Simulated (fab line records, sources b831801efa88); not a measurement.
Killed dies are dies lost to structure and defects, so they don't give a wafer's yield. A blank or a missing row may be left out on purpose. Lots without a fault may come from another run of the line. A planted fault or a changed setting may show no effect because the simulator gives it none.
One fault seen from 2 desks | flow gf180mcu | each desk has only its own numbers; what lay behind them comes last

THE METROLOGY DESK
What the gauges read, lot by lot, whatever tool the lot ran on: means of the sampled wafers that have a number. A lot is out of limits, marked OUT, if its mean lies more than 4 standard deviations from the usual mean; the brackets give that distance.
Columns: A = cd_nm at GF_V2_CD_MEAS_14, usual 260.2 nm
lot  | first seen here | A
L786 | day 20 11:31    | 260.9
L787 | day 20 15:26    | 260.7
L788 | day 21 01:26    | 260.6
L791 | day 22 12:55    | 258.0
L796 | day 24 05:28    | 261.4
L797 | day 24 12:11    | 258.5
L799 | day 25 00:47    | 261.2
L800 | day 25 08:20    | 259.5
L802 | day 25 22:17    | 258.8
L803 | day 25 22:56    | 261.6
L804 | day 26 14:58    | 260.2
L807 | day 27 11:59    | 261.7
L808 | day 27 13:50    | 261.1
This desk's finding: nothing out of limits on any of the 13 lots.

THE TOOL OWNER'S DESK: pvd_sputter-03
The tool's own readings at GF_MIM_SPUTTER_08 (material AlCu, target thk 200 nm, time 10.6 s): means of the sampled wafers that have a number, for each lot that ran on this tool. A lot is out of limits, marked OUT, if its mean lies more than 4 standard deviations from the usual mean; the brackets give that distance.
Columns: A = chamber_pressure_pa at GF_MIM_SPUTTER_08, usual 0.4000 Pa; B = throttle_valve_pct at GF_MIM_SPUTTER_08, usual 29.9 %
lot  | first seen here | A                | B
L787 | day 24 19:54    | 0.4002           | 29.9
L796 | day 27 23:55    | 0.3618 (-47) OUT | 31.7
L797 | day 28 07:41    | 0.3611 (-47) OUT | 31.4
This desk's finding: out of limits on L796, L797; first on L796, day 27 23:55 (chamber_pressure_pa at GF_MIM_SPUTTER_08). In limits: L787.

PUT TOGETHER
The tool owner's desk could have raised an alarm at day 27 23:55, on L796, L797.
The metrology desk saw nothing out of limits.
The metrology desk has L796, L797 on record, within its limits.
Of the lots named, all ran GF_MIM_SPUTTER_08 on pvd_sputter-03.

WHAT THE SIMULATOR HAD PUT IN
Process parameter drift: pvd_sputter-03, from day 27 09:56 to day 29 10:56, at GF_MIM_SPUTTER_08. Setting chamber_pressure_pa, moved by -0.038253, from 0.4. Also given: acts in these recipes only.
Lots struck among those shown: L796, L797.
Hours from the fault's start to each desk's first reading out of limits: the tool owner's desk, 14.
